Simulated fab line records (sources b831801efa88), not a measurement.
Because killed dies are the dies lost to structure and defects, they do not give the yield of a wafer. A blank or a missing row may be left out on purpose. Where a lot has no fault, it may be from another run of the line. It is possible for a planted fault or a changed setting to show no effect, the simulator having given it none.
Split-lot experiment || flow gf180mcu || route with 602 steps; 5 lots, 23 wafers read

ON THE SPLIT
At GF_STI_COAT_07 (resist thk 700 nm), the setting resistThkNm was moved away from the recipe's 700 nm on 9 of the 23 wafers read, by -4.2% to +2.6%. All remaining wafers had this setting at the recipe value.

FROM THE SPLIT TO THE READING: what the file shows between them, 3 steps
- GF_STI_SOFTBAKE_08: time 60 s
- GF_STI_EXPOSE_09: exposes mask COMP, target cd 220 nm
- GF_STI_DEVELOP_11: develop time 60 s

THE READING
KrF_of_STI_COAT_07.thkNm (the simulator's own value, which no gauge read), in nm, at GF_STI_ETCH_13 (etches the open film in CHF3/O2, stops on Si, target depth 282.31 nm, time 112.9 s). The file gives no usual value for it. Average 438.4 nm, standard deviation 3.9 nm, over the 14 wafers here run with the recipe.

{"wafer": "L074.1", "tool, chamber at the split": "lithoTrack-02, 0", "resistThkNm as run, nm": 700, "against the recipe": "recipe", "KrF_of_STI_COAT_07.thkNm, nm": 438.7, "against lot-mates on the recipe": "-"}
{"wafer": "L074.2", "tool, chamber at the split": "lithoTrack-02, 0", "resistThkNm as run, nm": 700, "against the recipe": "recipe", "KrF_of_STI_COAT_07.thkNm, nm": 442.7, "against lot-mates on the recipe": "-"}
{"wafer": "L074.3", "tool, chamber at the split": "lithoTrack-02, 0", "resistThkNm as run, nm": 700, "against the recipe": "recipe", "KrF_of_STI_COAT_07.thkNm, nm": 434.4, "against lot-mates on the recipe": "-"}
{"wafer": "L074.5", "tool, chamber at the split": "lithoTrack-02, 0", "resistThkNm as run, nm": 700, "against the recipe": "recipe", "KrF_of_STI_COAT_07.thkNm, nm": 443.2, "against lot-mates on the recipe": "-"}
{"wafer": "L074.6", "tool, chamber at the split": "lithoTrack-02, 0", "resistThkNm as run, nm": 700, "against the recipe": "recipe", "KrF_of_STI_COAT_07.thkNm, nm": 435.6, "against lot-mates on the recipe": "-"}
{"wafer": "L075.1", "tool, chamber at the split": "lithoTrack-03, 0", "resistThkNm as run, nm": 682.1, "against the recipe": "-2.6%", "KrF_of_STI_COAT_07.thkNm, nm": 423.2, "against lot-mates on the recipe": -10.7}
{"wafer": "L075.2", "tool, chamber at the split": "lithoTrack-03, 0", "resistThkNm as run, nm": 682.1, "against the recipe": "-2.6%", "KrF_of_STI_COAT_07.thkNm, nm": 419.7, "against lot-mates on the recipe": -14.2}
{"wafer": "L075.3", "tool, chamber at the split": "lithoTrack-03, 0", "resistThkNm as run, nm": 682.1, "against the recipe": "-2.6%", "KrF_of_STI_COAT_07.thkNm, nm": 417.5, "against lot-mates on the recipe": -16.4}
{"wafer": "L075.5", "tool, chamber at the split": "lithoTrack-03, 0", "resistThkNm as run, nm": 700, "against the recipe": "recipe", "KrF_of_STI_COAT_07.thkNm, nm": 434.3, "against lot-mates on the recipe": "-"}
{"wafer": "L075.6", "tool, chamber at the split": "lithoTrack-03, 0", "resistThkNm as run, nm": 700, "against the recipe": "recipe", "KrF_of_STI_COAT_07.thkNm, nm": 433.5, "against lot-mates on the recipe": "-"}
{"wafer": "L076.1", "tool, chamber at the split": "lithoTrack-02, 0", "resistThkNm as run, nm": 670.9, "against the recipe": "-4.2%", "KrF_of_STI_COAT_07.thkNm, nm": 414, "against lot-mates on the recipe": -21.9}
{"wafer": "L076.3", "tool, chamber at the split": "lithoTrack-02, 0", "resistThkNm as run, nm": 670.9, "against the recipe": "-4.2%", "KrF_of_STI_COAT_07.thkNm, nm": 408.5, "against lot-mates on the recipe": -27.4}
{"wafer": "L076.4", "tool, chamber at the split": "lithoTrack-02, 0", "resistThkNm as run, nm": 700, "against the recipe": "recipe", "KrF_of_STI_COAT_07.thkNm, nm": 433.2, "against lot-mates on the recipe": "-"}
{"wafer": "L076.5", "tool, chamber at the split": "lithoTrack-02, 0", "resistThkNm as run, nm": 700, "against the recipe": "recipe", "KrF_of_STI_COAT_07.thkNm, nm": 438.5, "against lot-mates on the recipe": "-"}
{"wafer": "L076.6", "tool, chamber at the split": "lithoTrack-02, 0", "resistThkNm as run, nm": 670.9, "against the recipe": "-4.2%", "KrF_of_STI_COAT_07.thkNm, nm": 413.3, "against lot-mates on the recipe": -22.6}
{"wafer": "L081.1", "tool, chamber at the split": "lithoTrack-02, 0", "resistThkNm as run, nm": 717.9, "against the recipe": "+2.6%", "KrF_of_STI_COAT_07.thkNm, nm": 452, "against lot-mates on the recipe": "+8.8"}
{"wafer": "L081.2", "tool, chamber at the split": "lithoTrack-02, 0", "resistThkNm as run, nm": 700, "against the recipe": "recipe", "KrF_of_STI_COAT_07.thkNm, nm": 445, "against lot-mates on the recipe": "-"}
{"wafer": "L081.3", "tool, chamber at the split": "lithoTrack-02, 0", "resistThkNm as run, nm": 700, "against the recipe": "recipe", "KrF_of_STI_COAT_07.thkNm, nm": 441.5, "against lot-mates on the recipe": "-"}
{"wafer": "L081.4", "tool, chamber at the split": "lithoTrack-02, 0", "resistThkNm as run, nm": 717.9, "against the recipe": "+2.6%", "KrF_of_STI_COAT_07.thkNm, nm": 456.4, "against lot-mates on the recipe": "+13.1"}
{"wafer": "L081.6", "tool, chamber at the split": "lithoTrack-02, 0", "resistThkNm as run, nm": 717.9, "against the recipe": "+2.6%", "KrF_of_STI_COAT_07.thkNm, nm": 457.5, "against lot-mates on the recipe": "+14.2"}
{"wafer": "L084.1", "tool, chamber at the split": "lithoTrack-03, 0", "resistThkNm as run, nm": 700, "against the recipe": "recipe", "KrF_of_STI_COAT_07.thkNm, nm": 434.8, "against lot-mates on the recipe": "-"}
{"wafer": "L084.3", "tool, chamber at the split": "lithoTrack-03, 0", "resistThkNm as run, nm": 700, "against the recipe": "recipe", "KrF_of_STI_COAT_07.thkNm, nm": 441.1, "against lot-mates on the recipe": "-"}
{"wafer": "L084.4", "tool, chamber at the split": "lithoTrack-03, 0", "resistThkNm as run, nm": 700, "against the recipe": "recipe", "KrF_of_STI_COAT_07.thkNm, nm": 440.8, "against lot-mates on the recipe": "-"}

FIT RESULTS
A straight line over all 23 wafers: KrF_of_STI_COAT_07.thkNm changes by +6.58 nm for each +1% of resistThkNm; r = +0.96; the points scatter about the line by 3.6 nm.
The same after taking each lot's own level away (the mean of its wafers on the recipe; 23 wafers): +5.39 nm for each +1%; r = +0.97; scatter 2.9 nm.
The reading moves by 22 nm for the largest change in resistThkNm, on that fit.
From 433.90 to 443.25 nm: that is the span of the lots' own levels, equal to 2.4 times the standard deviation above.
Thus the slope moves with the lot-to-lot level: the two fits are different.
Check: -23.1 nm against its lot-mates is what the line predicts for one of the wafers moved furthest among these (-4.2%) when that wafer is left out of the fit. It came out at -21.9 nm against them.

THE WHOLE CHAIN: every reading that the file lists as answering this split, in the file's order
{"step": "GF_STI_COAT_07", "what it does": "resist thk 700 nm", "reading": "KrF_of_STI_COAT_07.thkNm (the simulator's own value, which no gauge read)", "change (the file's fit)": "+6.82 nm for each +1% of the setting", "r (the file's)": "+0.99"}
{"step": "GF_STI_ETCH_13", "what it does": "etches the open film in CHF3/O2, stops on Si, target depth 282.31 nm, time 112.9 s", "reading": "KrF_of_STI_COAT_07.thkNm (the simulator's own value, which no gauge read)", "change (the file's fit)": "+5.45 nm for each +1% of the setting", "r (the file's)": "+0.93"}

THE FILE'S OWN FIT
KrF_of_STI_COAT_07.thkNm changes by +5.45 nm for each +1% of resistThkNm, r = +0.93.
